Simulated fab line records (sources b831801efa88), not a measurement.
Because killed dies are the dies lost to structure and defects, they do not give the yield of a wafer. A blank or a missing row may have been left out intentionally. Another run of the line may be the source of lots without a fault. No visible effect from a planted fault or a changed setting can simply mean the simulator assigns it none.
Problem report in the 8D (eight disciplines) form, filled by code    flow sfq-line    the parts of the form that need people (team, actions taken, sign-off) are left out

== 1. THE ISSUE ==
At SFQ_TRILAYER_M7_ETCH_METAL_ETCH_180, run-length-s averages 155.6 s over 3 wafers from 2 lots, while fault-free wafers read 148.7 s, standard deviation 1.1. Relative to the usual mean, that is a shift of +6.3 standard deviations.
The step: etches Nb in Cl2/Ar, stops on SiO2, target depth 240 nm, time 120 s.
The first sign was on wafer L254.1 at day 83 06:26, on rie-metal-02. The record has a number at this step for 42 wafers belonging to 14 lots. The rule behind "out" and "out of limits": a value lying over 4 standard deviations away from the usual mean. The rest of the wafers with a number are treated as sound.

== 2. WHAT IT IS; WHAT IT IS NOT ==
question                     is                      is not
which readings at this step  run-length-s            drypump-motor-current-A
which lots                   L254, L257              L247, L249, L251, L253, L261, L263, L264, L265, L266, L267, L269, L270
which wafers of those lots   L254.1, L254.5, L257.5  L254.2, L257.2, L257.3
read on which tools          rie-metal-02            rie-metal-01, rie-metal-03
when                         from day 83 06:26       up to then (13 sound wafers); but 26 sound wafers of L257, L261, L263, L264, L265, L266, L267, L269, L270 came after

== 3. WHAT RULES OUT EACH SUSPECT ==
Counting: if a tool at a process step up to the reading ran every lot that is out, it stays a suspect. Sound lots after the first of them don't rule it out here, since some wafers of a struck lot are sound.
- rie-metal-02 at SFQ_TRILAYER_M7_ETCH_METAL_ETCH_180 (etches Nb in Cl2/Ar, stops on SiO2, target depth 240 nm, time 120 s): kept. It ran every lot that is out, first L254 (day 83 06:26); its last sound lot up to then is L253 (day 83 04:02). On those wafers its own readings are out: run-length-s.
After counting, what remains is rie-metal-02 at SFQ_TRILAYER_M7_ETCH_METAL_ETCH_180.

== 4. THE CAUSE (what the simulator had put in) ==
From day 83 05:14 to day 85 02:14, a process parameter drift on rie-metal-02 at SFQ_TRILAYER_M7_ETCH_METAL_ETCH_180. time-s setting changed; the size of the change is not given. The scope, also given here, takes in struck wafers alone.
This tool alone remained once counting was done.

== 5. SEQUENCE OF EFFECTS, ordered by route ==
Each row: a reading whose mean over the struck wafers that have a number lies more than 3 standard deviations from the usual. Only readings whose record carries a usual standard deviation are examined. hours: median over the lots of the time between each lot's start at the first step of this table that gives one and its start at this step. sigmas: the change, counted in usual standard deviations.
hours  step                                 reading         usual       on struck wafers  change  sigmas
0      SFQ_TRILAYER_M7_ETCH_METAL_ETCH_180  oes-product-au  0.897 a.u.  0.868             -0.029  -4.7
0      SFQ_TRILAYER_M7_ETCH_METAL_ETCH_180  run-length-s    148.7 s     155.6             +6.9    +6.3
Its process steps:
- SFQ_TRILAYER_M7_ETCH_METAL_ETCH_180: etches Nb in Cl2/Ar, stops on SiO2, target depth 240 nm, time 120 s.

== 6. HOW IT WOULD HAVE BEEN CAUGHT EARLIER ==
In this record the first reading out of limits was taken at day 83 06:26, 1 hour after the fault began at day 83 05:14.
